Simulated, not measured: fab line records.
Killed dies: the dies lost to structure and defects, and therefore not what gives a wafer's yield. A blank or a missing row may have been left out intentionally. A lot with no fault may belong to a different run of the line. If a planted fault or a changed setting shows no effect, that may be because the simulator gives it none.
Lot-split experiment / flow sky130 / 23 wafers read across 5 lots, on a route 708 steps long

## SPLIT DETAILS
At SKY_CAPM_SPUTTER_02 (material TiN, target thk 200 nm, time 166.7 s), the setting power_w was moved away from the recipe's 6500 W on 7 of the 23 wafers read, by -7.5% to +6.1%. This setting was run at the recipe's value on the other wafers.

## THE PATH FROM SPLIT TO READING: the file shows 1 step between them
- SKY_CAPM_RS_MEAS_03: measures by four-point-probe

## THE READING
CAPM_TIN_THK, in nm, at SKY_CAPM_THK_MEAS_04 (measures by xrf). On this fab line, fault-free wafers typically give 202 nm with a standard deviation of 3.3 nm.

wafer=L074.1; tool, chamber at the split=pvd_sputter-01, -; power_w as run, W=6899; against the recipe=+6.1%; CAPM_TIN_THK, nm=214; against lot-mates on the recipe=+10
wafer=L074.2; tool, chamber at the split=pvd_sputter-01, -; power_w as run, W=6500; against the recipe=recipe; CAPM_TIN_THK, nm=203; against lot-mates on the recipe=-
wafer=L074.3; tool, chamber at the split=pvd_sputter-01, -; power_w as run, W=6899; against the recipe=+6.1%; CAPM_TIN_THK, nm=213; against lot-mates on the recipe=+8
wafer=L074.4; tool, chamber at the split=pvd_sputter-01, -; power_w as run, W=6500; against the recipe=recipe; CAPM_TIN_THK, nm=206; against lot-mates on the recipe=-
wafer=L074.5; tool, chamber at the split=pvd_sputter-01, -; power_w as run, W=6899; against the recipe=+6.1%; CAPM_TIN_THK, nm=215; against lot-mates on the recipe=+10
wafer=L075.1; tool, chamber at the split=pvd_sputter-01, -; power_w as run, W=6500; against the recipe=recipe; CAPM_TIN_THK, nm=206; against lot-mates on the recipe=-
wafer=L075.2; tool, chamber at the split=pvd_sputter-01, -; power_w as run, W=6500; against the recipe=recipe; CAPM_TIN_THK, nm=208; against lot-mates on the recipe=-
wafer=L075.3; tool, chamber at the split=pvd_sputter-01, -; power_w as run, W=6500; against the recipe=recipe; CAPM_TIN_THK, nm=200; against lot-mates on the recipe=-
wafer=L075.4; tool, chamber at the split=pvd_sputter-01, -; power_w as run, W=6500; against the recipe=recipe; CAPM_TIN_THK, nm=204; against lot-mates on the recipe=-
wafer=L075.5; tool, chamber at the split=pvd_sputter-01, -; power_w as run, W=6500; against the recipe=recipe; CAPM_TIN_THK, nm=202; against lot-mates on the recipe=-
wafer=L077.1; tool, chamber at the split=pvd_sputter-01, -; power_w as run, W=6500; against the recipe=recipe; CAPM_TIN_THK, nm=204; against lot-mates on the recipe=-
wafer=L077.2; tool, chamber at the split=pvd_sputter-01, -; power_w as run, W=6500; against the recipe=recipe; CAPM_TIN_THK, nm=207; against lot-mates on the recipe=-
wafer=L077.3; tool, chamber at the split=pvd_sputter-01, -; power_w as run, W=6015; against the recipe=-7.5%; CAPM_TIN_THK, nm=186; against lot-mates on the recipe=-19
wafer=L077.5; tool, chamber at the split=pvd_sputter-01, -; power_w as run, W=6015; against the recipe=-7.5%; CAPM_TIN_THK, nm=192; against lot-mates on the recipe=-13
wafer=L077.6; tool, chamber at the split=pvd_sputter-01, -; power_w as run, W=6500; against the recipe=recipe; CAPM_TIN_THK, nm=204; against lot-mates on the recipe=-
wafer=L078.3; tool, chamber at the split=pvd_sputter-01, -; power_w as run, W=6500; against the recipe=recipe; CAPM_TIN_THK, nm=206; against lot-mates on the recipe=-
wafer=L078.4; tool, chamber at the split=pvd_sputter-01, -; power_w as run, W=6500; against the recipe=recipe; CAPM_TIN_THK, nm=208; against lot-mates on the recipe=-
wafer=L078.5; tool, chamber at the split=pvd_sputter-01, -; power_w as run, W=6500; against the recipe=recipe; CAPM_TIN_THK, nm=205; against lot-mates on the recipe=-
wafer=L080.1; tool, chamber at the split=pvd_sputter-01, -; power_w as run, W=6296; against the recipe=-3.1%; CAPM_TIN_THK, nm=200; against lot-mates on the recipe=-1
wafer=L080.2; tool, chamber at the split=pvd_sputter-01, -; power_w as run, W=6500; against the recipe=recipe; CAPM_TIN_THK, nm=202; against lot-mates on the recipe=-
wafer=L080.3; tool, chamber at the split=pvd_sputter-01, -; power_w as run, W=6500; against the recipe=recipe; CAPM_TIN_THK, nm=202; against lot-mates on the recipe=-
wafer=L080.4; tool, chamber at the split=pvd_sputter-01, -; power_w as run, W=6500; against the recipe=recipe; CAPM_TIN_THK, nm=198; against lot-mates on the recipe=-
wafer=L080.5; tool, chamber at the split=pvd_sputter-01, -; power_w as run, W=6296; against the recipe=-3.1%; CAPM_TIN_THK, nm=197; against lot-mates on the recipe=-4

THE FIT
A straight line over all 23 wafers: CAPM_TIN_THK changes by +1.81 nm for each +1% of power_w; r = +0.92; the points scatter about the line by 2.7 nm.
The same after taking each lot's own level away (the mean of its wafers on the recipe; 23 wafers): +1.75 nm for each +1%; r = +0.92; scatter 2.5 nm.
Per that fit: largest power_w move, reading shift of 13 nm.
The lots' own levels span 200.7 to 206.3 nm, that is 1.7 times the standard deviation above.
So the lot-to-lot level changes the slope little: the two slopes agree.
Check: with one of the wafers moved furthest among these (-7.5%) left out of the fit, the line predicts -11.1 nm for it against its lot-mates. It came out at -19 nm against them.

## THE OTHER SPLITS THESE WAFERS WENT THROUGH
Note: prior to the reading, these wafers also went through further splits. Each is held against what the fit with the lots' levels taken away leaves over:
other split on the same wafers=SKY_METAL1_SPUTTER_04 time_s; wafers away from the commonest value=10; r with CAPM_TIN_THK (lot level and that fit taken away)=+0.19
other split on the same wafers=SKY_METAL1_ETCH_18 time_s; wafers away from the commonest value=10; r with CAPM_TIN_THK (lot level and that fit taken away)=+0.11
other split on the same wafers=SKY_VIA1_ETCH_14 time_s; wafers away from the commonest value=9; r with CAPM_TIN_THK (lot level and that fit taken away)=+0.04
other split on the same wafers=SKY_METAL2_SPUTTER_00 time_s; wafers away from the commonest value=8; r with CAPM_TIN_THK (lot level and that fit taken away)=-0.11
other split on the same wafers=SKY_METAL2_SPUTTER_04 power_w; wafers away from the commonest value=10; r with CAPM_TIN_THK (lot level and that fit taken away)=+0.18
other split on the same wafers=SKY_VIA2_CMP_02 leave_above_ref_nm; wafers away from the commonest value=9; r with CAPM_TIN_THK (lot level and that fit taken away)=+0.22
other split on the same wafers=SKY_VIA2_DEVELOP_11 dev_temp_c; wafers away from the commonest value=12; r with CAPM_TIN_THK (lot level and that fit taken away)=+0.07
other split on the same wafers=SKY_VIA2_CVD_21 pressure_torr; wafers away from the commonest value=18; r with CAPM_TIN_THK (lot level and that fit taken away)=-0.04

## THE WHOLE CHAIN: every reading that the file lists as answering this split, in the file's order
step=SKY_CAPM_SPUTTER_02; what it does=material TiN, target thk 200 nm, time 166.7 s; reading=TiN_of_CAPM_SPUTTER_02.thk_nm (the simulator's own value, which no gauge read); change (the file's fit)=+1.8 nm for each +1% of the setting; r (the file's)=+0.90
step=SKY_CAPM_RS_MEAS_03; what it does=measures by four-point-probe; reading=CAPM_TIN_RS; change (the file's fit)=-0.0635 for each +1% of the setting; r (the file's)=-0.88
step=SKY_CAPM_THK_MEAS_04; what it does=measures by xrf; reading=CAPM_TIN_THK; change (the file's fit)=+1.82 for each +1% of the setting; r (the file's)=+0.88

## THE FILE'S OWN FIT
CAPM_TIN_THK changes by +1.82 nm for each +1% of power_w, r = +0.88.
